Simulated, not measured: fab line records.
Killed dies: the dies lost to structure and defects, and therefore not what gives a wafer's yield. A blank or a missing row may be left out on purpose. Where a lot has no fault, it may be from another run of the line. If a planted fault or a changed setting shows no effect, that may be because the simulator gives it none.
Chamber matching :: flow gf180mcu :: GF_CONTACT_CMP_04 on cmp-01 has 4 sister chambers
The step polishes SiO2. 8 wafers are shown with their chamber, then 11 later ones without.

== WAFERS, EACH WITH ITS CHAMBER ==
wafer: L081.1
chamber: 2
motor-current-A (A): 10.1
time-to-endpoint-s (s): 107

wafer: L080.2
chamber: 2
motor-current-A (A): 11.2
time-to-endpoint-s (s): 108

wafer: L080.3
chamber: 3
motor-current-A (A): 11.9
time-to-endpoint-s (s): 102

wafer: L080.4
chamber: 1
motor-current-A (A): 11.6
time-to-endpoint-s (s): 109

wafer: L082.1
chamber: 3
motor-current-A (A): 12.1
time-to-endpoint-s (s): 104

wafer: L082.3
chamber: 1
motor-current-A (A): 11.8
time-to-endpoint-s (s): 98

wafer: L082.4
chamber: 0
motor-current-A (A): 10.3
time-to-endpoint-s (s): 102

wafer: L083.1
chamber: 0
motor-current-A (A): 9.7
time-to-endpoint-s (s): 96

== WAFERS WITH NO CHAMBER GIVEN ==
wafer: L083.4
motor-current-A (A): 12.0
time-to-endpoint-s (s): 101

wafer: L083.5
motor-current-A (A): 9.8
time-to-endpoint-s (s): 104

wafer: L085.2
motor-current-A (A): 9.9
time-to-endpoint-s (s): 104

wafer: L085.5
motor-current-A (A): 10.9
time-to-endpoint-s (s): 112

wafer: L085.6
motor-current-A (A): 12.1
time-to-endpoint-s (s): 108

wafer: L086.1
motor-current-A (A): 11.5
time-to-endpoint-s (s): 105

wafer: L086.3
motor-current-A (A): 9.9
time-to-endpoint-s (s): 95

wafer: L086.5
motor-current-A (A): 9.5
time-to-endpoint-s (s): 109

wafer: L097.1
motor-current-A (A): 10.9
time-to-endpoint-s (s): 93

wafer: L097.2
motor-current-A (A): 11.9
time-to-endpoint-s (s): 98

wafer: L097.3
motor-current-A (A): 11.4
time-to-endpoint-s (s): 99

== THE CHAMBER EACH PASSED THROUGH ==
wafer: L083.4
from the rows above: can't be placed: 3 or 1
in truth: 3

wafer: L083.5
from the rows above: can't be placed: 0 or 2
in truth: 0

wafer: L085.2
from the rows above: can't be placed: 0 or 2
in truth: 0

wafer: L085.5
from the rows above: can't be placed: 2 or 1 or 3
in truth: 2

wafer: L085.6
from the rows above: can't be placed: 3 or 1
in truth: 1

wafer: L086.1
from the rows above: can't be placed: 1 or 3 or 2
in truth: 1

wafer: L086.3
from the rows above: 0
in truth: 0

wafer: L086.5
from the rows above: can't be placed: 0 or 2
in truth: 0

wafer: L097.1
from the rows above: can't be placed: 0 or 1 or 2 or 3
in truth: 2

wafer: L097.2
from the rows above: can't be placed: 3 or 1
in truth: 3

wafer: L097.3
from the rows above: can't be placed: 1 or 3 or 2 or 0
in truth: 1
Correct placement for 1 of the 11. From these rows, 10 cannot be placed; in 10 the true chamber is one of the candidates. Number placed wrongly: 0.
How it was worked out, from the rows above alone: a wafer's distance from a chamber is the root of the sum, over the readings, of the square of ((its reading less the chamber's mean) divided by the reading's scatter). The wafer belongs to the nearest chamber; if the next one is less than 2 further off, it can't be placed. For every chamber, the mean is computed from those of its wafers that are shown. The scatter: the root of (the sum of the squares of (reading less its chamber's mean) over the shown wafers, divided by (wafers less chambers)).
